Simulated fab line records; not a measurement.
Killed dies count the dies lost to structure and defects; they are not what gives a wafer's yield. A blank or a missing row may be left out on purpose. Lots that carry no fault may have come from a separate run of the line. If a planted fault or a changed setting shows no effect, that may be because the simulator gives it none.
Check of tool commonality / flow sky130 / Sample size 13 lots and 39 wafers

== REASON IT WAS OPENED ==
At SKY_POLY_GATE_CD_MEAS_13 the reading cdNm is flagged on 1 of 13 lots. Fault-free wafers read 149.9 nm, with a standard deviation of 1.3.
Rule: a lot is flagged when every wafer of it that has a number lies more than 4 standard deviations from that mean, or none has a number. The other lots count as sound.

lot=L393; measured=day 16 01:01; on=cdSem-02; cdNm (nm), wafer by wafer=150.4 150.7 150.3; flag=
lot=L394; measured=day 16 03:37; on=cdSem-02; cdNm (nm), wafer by wafer=151.3 151.2 152.0; flag=
lot=L395; measured=day 16 13:40; on=cdSem-02; cdNm (nm), wafer by wafer=149.5 148.7 149.3; flag=
lot=L398; measured=day 17 11:43; on=cdSem-02; cdNm (nm), wafer by wafer=149.1 149.4 148.7; flag=
lot=L399; measured=day 17 19:22; on=cdSem-02; cdNm (nm), wafer by wafer=150.2 149.5 150.5; flag=
lot=L400; measured=day 18 22:37; on=cdSem-02; cdNm (nm), wafer by wafer=148.4 146.8 147.9; flag=
lot=L401; measured=day 19 04:48; on=cdSem-02; cdNm (nm), wafer by wafer=150.2 150.3 149.4; flag=
lot=L402; measured=day 19 05:09; on=cdSem-02; cdNm (nm), wafer by wafer=149.2 149.1 148.3; flag=
lot=L406; measured=day 21 08:12; on=cdSem-01; cdNm (nm), wafer by wafer=149.5 149.1 148.7; flag=
lot=L407; measured=day 21 14:53; on=cdSem-02; cdNm (nm), wafer by wafer=151.1 150.8 151.0; flag=
lot=L408; measured=day 21 23:14; on=cdSem-02; cdNm (nm), wafer by wafer=149.5 148.5 150.0; flag=
lot=L413; measured=day 22 21:41; on=cdSem-01; cdNm (nm), wafer by wafer=173.1 172.8 173.5; flag=FLAGGED
lot=L416; measured=day 24 03:55; on=cdSem-01; cdNm (nm), wafer by wafer=150.3 148.7 149.8; flag=
The mean of the flagged lots' numbers is 173.1 nm, +23.2 nm from the usual (+18 standard deviations).

== WHICH TOOL RAN EACH LOT ==
The record keeps 1 process step preceding the reading, out of 708 steps on the route. Each cell gives the tool, then ch followed by the chambers the sampled wafers passed through, then the start.
lot=L393; flag=; SKY_POLY_GATE_EXPOSE_10=krfScanner-01 ch 0, day 15 10:19
lot=L394; flag=; SKY_POLY_GATE_EXPOSE_10=krfScanner-01 ch 0, day 15 13:32
lot=L395; flag=; SKY_POLY_GATE_EXPOSE_10=krfScanner-01 ch 0, day 16 01:03
lot=L398; flag=; SKY_POLY_GATE_EXPOSE_10=krfScanner-01 ch 0, day 16 20:49
lot=L399; flag=; SKY_POLY_GATE_EXPOSE_10=krfScanner-01 ch 0, day 17 05:16
lot=L400; flag=; SKY_POLY_GATE_EXPOSE_10=krfScanner-02 ch 0, day 18 08:29
lot=L401; flag=; SKY_POLY_GATE_EXPOSE_10=krfScanner-01 ch 0, day 18 14:40
lot=L402; flag=; SKY_POLY_GATE_EXPOSE_10=krfScanner-02 ch 0, day 18 14:55
lot=L406; flag=; SKY_POLY_GATE_EXPOSE_10=krfScanner-02 ch 0, day 20 15:48
lot=L407; flag=; SKY_POLY_GATE_EXPOSE_10=krfScanner-01 ch 0, day 20 23:51
lot=L408; flag=; SKY_POLY_GATE_EXPOSE_10=krfScanner-02 ch 0, day 21 08:52
lot=L413; flag=FLAGGED; SKY_POLY_GATE_EXPOSE_10=krfScanner-02 ch 0, day 22 06:51
lot=L416; flag=; SKY_POLY_GATE_EXPOSE_10=krfScanner-02 ch 0, day 23 13:11
What these steps do:
- SKY_POLY_GATE_EXPOSE_10: exposes mask P1M, target cd 150 nm.
- SKY_POLY_GATE_CD_MEAS_13: target cd 150 nm.

== FLAGGED OVER TOTAL, TOOL BY TOOL (the gauges that took the reading come last) ==
step=SKY_POLY_GATE_EXPOSE_10; tool=krfScanner-01; lots run=7; flagged=0; share of the flagged lots=none; sound lots run after its first flagged lot=-
step=SKY_POLY_GATE_EXPOSE_10; tool=krfScanner-02; lots run=6; flagged=1; share of the flagged lots=all; sound lots run after its first flagged lot=1 (L416)
step=SKY_POLY_GATE_CD_MEAS_13; tool=cdSem-01; lots run=3; flagged=1; share of the flagged lots=all; sound lots run after its first flagged lot=1 (L416)
step=SKY_POLY_GATE_CD_MEAS_13; tool=cdSem-02; lots run=10; flagged=0; share of the flagged lots=none; sound lots run after its first flagged lot=-

== WHAT IS ALLOWED BY THE TABLE ==
Table rows that saw every flagged lot: 2, namely krfScanner-02 at SKY_POLY_GATE_EXPOSE_10 and cdSem-01 at SKY_POLY_GATE_CD_MEAS_13.
- krfScanner-02 at SKY_POLY_GATE_EXPOSE_10: 1 of its 6 lots flagged. Sound lots ran on it after the first flagged one (L416), which a lasting fault on the whole tool wouldn't allow.
- cdSem-01 at SKY_POLY_GATE_CD_MEAS_13: 1 of its 3 lots flagged. Sound lots ran on it after the first flagged one (L416), which a lasting fault on the whole tool wouldn't allow.
None of the table's rows ran every flagged lot and, after the first, no sound lot.

== WHAT THE SIMULATOR HAD PUT IN ==
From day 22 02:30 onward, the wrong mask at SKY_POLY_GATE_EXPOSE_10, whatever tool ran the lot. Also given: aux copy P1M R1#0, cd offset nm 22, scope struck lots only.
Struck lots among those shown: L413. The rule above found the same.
